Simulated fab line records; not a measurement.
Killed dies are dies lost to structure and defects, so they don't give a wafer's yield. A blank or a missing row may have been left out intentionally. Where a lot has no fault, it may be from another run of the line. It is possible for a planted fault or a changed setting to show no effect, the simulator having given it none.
One fault seen from 2 desks    flow gf180mcu    numbers are kept per desk, each desk with only its own; the story behind them comes last

FOR THE TOOL OWNER'S DESK: pvd_sputter-04
The tool's own readings at GF_M1_SPUTTER_02 (material AlCu, target thk 450 nm, time 23.9 s): means of the sampled wafers that have a number, for each lot that ran on this tool. Any lot whose mean is over 4 standard deviations away from the usual mean is out of limits and marked OUT; that distance is given in the brackets.
Columns: A = throttle_valve_pct at GF_M1_SPUTTER_02, usual 30.3 %
lot   first seen here  A
L857  day 17 05:14     31.3
L863  day 19 22:43     30.8
L867  day 21 05:42     31.0
L869  day 21 21:12     31.2
L870  day 22 02:56     31.6
This desk's verdict: no lot among the 5 shows anything out of limits.

THE METROLOGY DESK
What the gauges read for every lot (on any tool): the sampled wafers with a number, averaged. Any lot whose mean is over 4 standard deviations away from the usual mean is out of limits and marked OUT; that distance is given in the brackets.
Columns: A = M1_ALCU_RS at GF_M1_RS_MEAS_05, usual 0.0693 ohm/sq; B = M1_ALCU_THK at GF_M1_THK_MEAS_06, usual 450 nm
lot   first seen here  A                 B
L857  day 17 05:20     0.0701            444
L858  day 17 23:52     0.0688            455
L860  day 18 13:52     0.0698            447
L861  day 18 20:04     0.0697            449
L863  day 19 22:48     0.0687            453
L867  day 21 05:49     0.0692            451
L869  day 21 21:17     0.0609 (-12) OUT  538 (+18) OUT
L870  day 22 03:03     0.0601 (-13) OUT  542 (+19) OUT
L871  day 22 11:41     0.0690            454
L872  day 22 18:05     0.0693            449
L876  day 23 21:42     0.0691            452
This desk's result: L869, L870 out of limits, first on L869 (M1_ALCU_RS at GF_M1_RS_MEAS_05), day 21 21:17. Within limits: L857, L858, L860, L861, L863, L867, L871, L872, L876.

PUT TOGETHER
An alarm was possible from the metrology desk at day 21 21:17, on L869, L870.
Nothing out of limits was seen by the tool owner's desk.
On record at the tool owner's desk: L869, L870, within its limits.
All the named lots went through GF_M1_SPUTTER_02 on pvd_sputter-04.

WHAT HAD BEEN PUT IN BY THE SIMULATOR
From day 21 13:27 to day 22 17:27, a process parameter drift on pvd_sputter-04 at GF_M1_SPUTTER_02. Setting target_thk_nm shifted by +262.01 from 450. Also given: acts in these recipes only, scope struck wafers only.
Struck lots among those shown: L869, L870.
Per desk, hours elapsed from the start of the fault to the first reading out of limits: for the metrology desk, 8.
